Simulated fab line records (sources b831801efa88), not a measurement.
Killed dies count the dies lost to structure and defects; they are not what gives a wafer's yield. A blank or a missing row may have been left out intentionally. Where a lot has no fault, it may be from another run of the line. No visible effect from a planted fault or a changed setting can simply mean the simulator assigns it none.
Chamber matching ; flow sky130 ; SKY_VIA2_CMP_24 on cmp-02: 4 sister chambers
The step polishes, stops on SiO2, t overpolish 20 s, target thk 0 nm. 4 wafers are shown with their chamber, then 12 later ones without.

WAFERS, EACH WITH ITS CHAMBER
wafer;chamber;motor current A (A)
L085.3;1;11.2
L090.1;0;11.8
L090.3;3;11.3
L090.6;2;10.5

WAFERS WITHOUT THEIR CHAMBER
wafer;motor current A (A)
L092.2;11.9
L092.3;10.9
L092.6;11.4
L093.2;10.9
L093.4;11.9
L093.6;10.4
L095.2;11.6
L095.4;12.0
L095.5;11.7
L096.1;10.9
L096.5;11.5
L096.6;10.7

WHICH CHAMBER EACH ONE RAN IN
wafer;from the rows above;in truth
L092.2;0;0
L092.3;can't be placed: 1 or 2 or 3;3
L092.6;can't be placed: 3 or 1 or 0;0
L093.2;can't be placed: 1 or 2 or 3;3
L093.4;0;0
L093.6;2;2
L095.2;can't be placed: 0 or 3 or 1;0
L095.4;0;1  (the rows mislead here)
L095.5;can't be placed: 0 or 3 or 1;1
L096.1;can't be placed: 1 or 2 or 3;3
L096.5;can't be placed: 3 or 0 or 1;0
L096.6;can't be placed: 2 or 1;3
3 of 12 placed correctly. Unplaceable from these rows: 8, with the true chamber sitting among the candidates in 7. Wrongly placed: 1.
How it was worked out, from the rows above alone: a wafer's distance from a chamber is the root of the sum, over the readings, of the square of ((its reading less the chamber's mean) divided by the reading's scatter). The wafer belongs to the nearest chamber; if the next one is less than 2 further off, it can't be placed. For every chamber, the mean is computed from those of its wafers that are shown. The scatter (one wafer shown for each chamber): square how far every hidden wafer sits from the nearest shown wafer, average those squares and take the square root.
